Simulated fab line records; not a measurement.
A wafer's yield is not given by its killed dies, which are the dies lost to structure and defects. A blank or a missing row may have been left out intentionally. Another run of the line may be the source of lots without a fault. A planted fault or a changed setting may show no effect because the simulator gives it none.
Struck lot and sound lot, side by side | flow sky130 | 15 steps out of a route of 708
Sound: these wafers, L496.1, L496.3, L496.5. Wafers L503.3, L503.4, L503.6 were the ones struck. Last of all comes the cause.
At each step with rows: each side's tool, then ch and its chambers, then its first start. Under that, the readings that differ: sound wafers | struck wafers | difference of the means | sigmas: that difference in standard deviations of wafers without a fault.
alike: a reading whose means differ by less than 2 such deviations, as well as words and numbers matching on both sides. not compared: withheld readings; readings where some wafer has no value; bounds like >300 that might hide an equal value; numbers whose values overlap and for which the record gives no deviation.
A row with sigmas, a row that says differs or no value, or rows on one side alone: a step with any of these is where the two part. Non-overlapping numbers with no deviation appear without sigmas and do not part them. A reading that every wafer of one side lacks parts them only if that side has two wafers or more.

SKY_PAD_OPEN_DEHYDRATE_00: time 61.49 s.
  sound on litho_track-01 ch 0, day 46 13:58; struck on litho_track-04 ch 0, day 48 05:02
  alike: dehydrate_temp_c, plate_sensor_t_centre_C, plate_sensor_t_edge_C, resist_line_temp_C
then, 6 steps without rows for these wafers: SKY_PAD_OPEN_HMDS_01 (prime time 60 s); SKY_PAD_OPEN_COAT_02 (resist thk 3000 nm); SKY_PAD_OPEN_SOFTBAKE_03; SKY_PAD_OPEN_EXPOSE_04 (exposes mask PDM, target cd 60000 nm); SKY_PAD_OPEN_PEB_05; SKY_PAD_OPEN_DEVELOP_06 (develop time 60 s).
SKY_PAD_OPEN_ETCH_07: etches the open film in CF4/O2, stops on AlCu, target depth 725 nm, time 161.1 s.
  sound on rie_diel-04 ch 0,1,3, day 47 00:31; struck on rie_diel-01 ch 0,2, day 48 14:31
  alike: drypump_motor_current_A, oes_product_au, throttle_valve_pct
  not compared: rf_hours_counter_h
SKY_PAD_OPEN_STRIP_08: strips in O2/N2.
  sound on plasma_asher-04 ch 0,1, day 47 00:37; struck on plasma_asher-02 ch 0,1, day 48 14:40
  alike: drypump_motor_current_A, o2_flow_sccm, oes_product_au
  not compared: rf_hours_counter_h
then, 3 steps without rows for these wafers: SKY_PAD_OPEN_STRIP_09 (strips in post etch residue remover, time 1200 s); SKY_PAD_OPEN_CLEAN_10 (cleans in IPA, time 180 s); SKY_PAD_OPEN_CLEAN_11 (cleans in O3/DIW).
SKY_PAD_OPEN_ANNEAL_12:
  sound on furnace-01 ch 0, day 47 01:21; struck on furnace-02 ch 0, day 48 15:21
  reading                | sound                | struck               | difference | sigmas
  spike_tc_bottom_C (C)  | 425 427 426          | 453 454 454          | +28        | +9
  spike_tc_centre_C (C)  | 401.9 401.3 402.5    | 422.9 424.9 422.9    | +21.7      | +15
  spike_tc_lower_C (C)   | 400.4 399.2 399.8    | 423.8 424.0 421.4    | +23.3      | +23
  spike_tc_top_C (C)     | 427.9 427.3 429.7    | 449.7 449.9 449.4    | +21.4      | +16
  spike_tc_upper_C (C)   | 400.2 400.4 400.9    | 420.8 421.5 421.5    | +20.8      | +17
  tube_center_temp_C (C) | 400.01 400.03 400.05 | 421.56 421.55 421.56 | +21.53     | +99 or more
  tube_center_temp_C_max | 401.41 401.06 401.42 | 422.53 422.37 422.63 | +21.21     | +99 or more
SKY_PAD_OPEN_BOW_MEAS_13:
  sound: film_metro-03 at day 47 02:51; struck: film_metro-03 at day 48 16:53
  alike: PAD_OPEN_BOW
SKY_PAD_OPEN_PROBE_99:
  sound: prober-02 at day 47 02:58; struck: prober-02 at day 48 17:04
  alike: defect_limited_yield, killed_at_M0_to_M3, killed_at_M4_up, killed_at_contacts, killed_at_front_end, killed_at_other, killed_dies, killed_open, killed_short, sort_bin_3_pad_short, sort_bin_5_function, sort_bin_6_memory, sort_n_pass, sort_yield_pct

== WHERE THEY PART ==
At SKY_PAD_OPEN_ANNEAL_12 and nowhere else, as far as this record goes. Later steps at which nothing parts them and some readings are alike: SKY_PAD_OPEN_BOW_MEAS_13, SKY_PAD_OPEN_PROBE_99.

WHY: what the simulator had put in
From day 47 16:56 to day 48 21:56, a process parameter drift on furnace-02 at SKY_PAD_OPEN_ANNEAL_12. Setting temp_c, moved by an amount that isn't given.
